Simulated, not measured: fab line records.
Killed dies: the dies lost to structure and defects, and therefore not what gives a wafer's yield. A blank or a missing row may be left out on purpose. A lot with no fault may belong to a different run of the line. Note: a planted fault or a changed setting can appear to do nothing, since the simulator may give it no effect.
Struck lot and sound lot, side by side -- flow sky130 -- 16 steps out of a route of 708
Sound: these wafers, L332.1, L332.2, L332.3. Wafers L342.2, L342.4, L342.6 were the ones struck. The cause comes at the end.
At each step with rows: each side's tool, then ch and its chambers, then its first start. Under that, the readings that differ: sound wafers -- struck wafers -- difference of the means -- sigmas: that difference in standard deviations of wafers without a fault.
alike: readings whose means differ by less than 2 such deviations, and words and numbers that are the same on both sides. not compared: withheld readings, readings that some wafer has no value for, bounds like >300 that may hide the same value, and numbers for which the record gives no deviation and whose values overlap.
Wherever a step has rows on one side only, a row that says differs or no value, or a row with sigmas, the two part there. Numbers that don't overlap but have no deviation are shown without sigmas and don't part them. A reading missing from all wafers of one side parts the sides only when that side holds two or more wafers.

first, 7 steps without rows for these wafers: SKY_METAL3_HMDS_06 (prime time 60 s); SKY_METAL3_COAT_07 (resist thk 60 nm); SKY_METAL3_COAT_08 (resist thk 1124 nm); SKY_METAL3_SOFTBAKE_09 (time 90 s); SKY_METAL3_EXPOSE_10 (exposes mask MM3, target cd 300 nm); SKY_METAL3_PEB_11; SKY_METAL3_DEVELOP_12 (develop time 60 s).
SKY_METAL3_CD_MEAS_13: target cd 300 nm.
  sound: cd_sem-01 at day 38 23:39; struck: cd_sem-01 at day 41 19:47
  alike: cd_nm
SKY_METAL3_OVL_MEAS_14:
  sound: overlay-02 at day 38 23:46; struck: overlay-01 at day 41 19:53
  alike: METAL3_OVL
SKY_METAL3_DESCUM_15: chemistry O2, time 8 s.
  sound on rie_metal-01 ch 0,1, day 38 23:49; struck on rie_metal-01 ch 0,1, day 41 19:55
  alike: drypump_motor_current_A, oes_product_au
  not compared: rf_hours_counter_h
SKY_METAL3_ETCH_16: etches BARC in N2/H2, stops on SiO2, time 88.2 s, target depth 60 nm.
  sound on rie_metal-01 ch 0,1, day 38 23:50; struck on rie_metal-01 ch 0,1, day 41 19:57
  alike: bias_w, chamber_pressure_mTorr, drypump_motor_current_A, oes_product_au, throttle_valve_pct
  not compared: rf_hours_counter_h
SKY_METAL3_ETCH_17: etches SiO2 in C4F8/O2/Ar, stops on TiN, time 3.9 s, target depth 15 nm.
  sound on rie_diel-03 ch 1,2,3, day 38 23:56; struck on rie_diel-02 ch 1,3, day 41 20:03
  alike: bias_w, chamber_pressure_mTorr, oes_product_au
SKY_METAL3_METAL_ETCH_18: etches the open film in Cl2/BCl3, stops on SiO2, target depth 845 nm, time 183.1 s.
  sound on rie_metal-03 ch 0,1, day 38 23:58; struck on rie_metal-03 ch 0,1, day 41 20:04
  no value came back on the struck wafers for any of 6 readings (bcl3_flow_sccm (sccm), bias_w (W) and others); on the sound wafers bcl3_flow_sccm (sccm) reads 30.20 29.99 30.02
reading,sound,struck,difference,sigmas
model.KrF-thick_of_METAL3_COAT_08.thk_nm (nm),510.4 520.3 525.1,1063 1062 1062,+544,
model.SiO2_of_VIA2_HDPCVD_00.thk_nm (nm),466.5 468.6 468.2,491.2 490.2 490.9,+23.0,
  not compared: rf_hours_counter_h
SKY_METAL3_STRIP_19: strips in O2/N2.
  sound on plasma_asher-02 ch 0,1, day 39 00:08; struck on plasma_asher-02 ch 1, day 41 20:15
reading,sound,struck,difference,sigmas
oes_product_au (a.u.),0.500 0.501 0.506,0.707 0.711 0.713,+0.208,+36
strip_time_to_endpoint_s (s),6.38 6.47 6.51,11.73 11.73 11.72,+5.27,+57
  alike: drypump_motor_current_A
  not compared: rf_hours_counter_h
then, 1 step without rows for these wafers: SKY_METAL3_STRIP_20 (strips in post etch residue remover, time 1200 s).
-- the record jumps here: 7 days lie between the struck wafers' starts before and after (it left off in module METAL3 and takes up again in module PAD_OPEN, whose first step shown is number 708 of the route) --
SKY_PAD_OPEN_PROBE_99:
  sound: prober-01 at day 46 06:12; struck: prober-01 at day 48 12:07
reading,sound,struck,difference,sigmas
defect_limited_yield (%),84.1 82.5 84.8,0 0 0,-84,-44
killed_at_M0_to_M3,37 38 45,453 442 450,+408,+57
killed_dies,78 86 75,492 492 492,+412,+44
killed_on_rim,14 14 17,96 96 96,+81,+22
sort_bin_5_function (%),9.3 9.8 9.6,94.1 92.7 92.9,+83.7,+60
sort_n_pass,412 405 407,0 0 0,-408,-37
sort_yield_pct (%),83.7 82.3 82.7,0 0 0,-83,-38
  alike: killed_at_M4_up, killed_at_contacts, killed_at_front_end, killed_at_other, killed_open, killed_short, sort_bin_3_pad_short, sort_bin_6_memory, sort_bin_8_speed

WHERE THEY PART
Earliest at SKY_METAL3_METAL_ETCH_18; latest, in this record, at SKY_PAD_OPEN_PROBE_99.

WHY: what the simulator had put in
Skipped step whole: rie_metal-03, from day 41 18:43 on, at SKY_METAL3_METAL_ETCH_18. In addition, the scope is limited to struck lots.
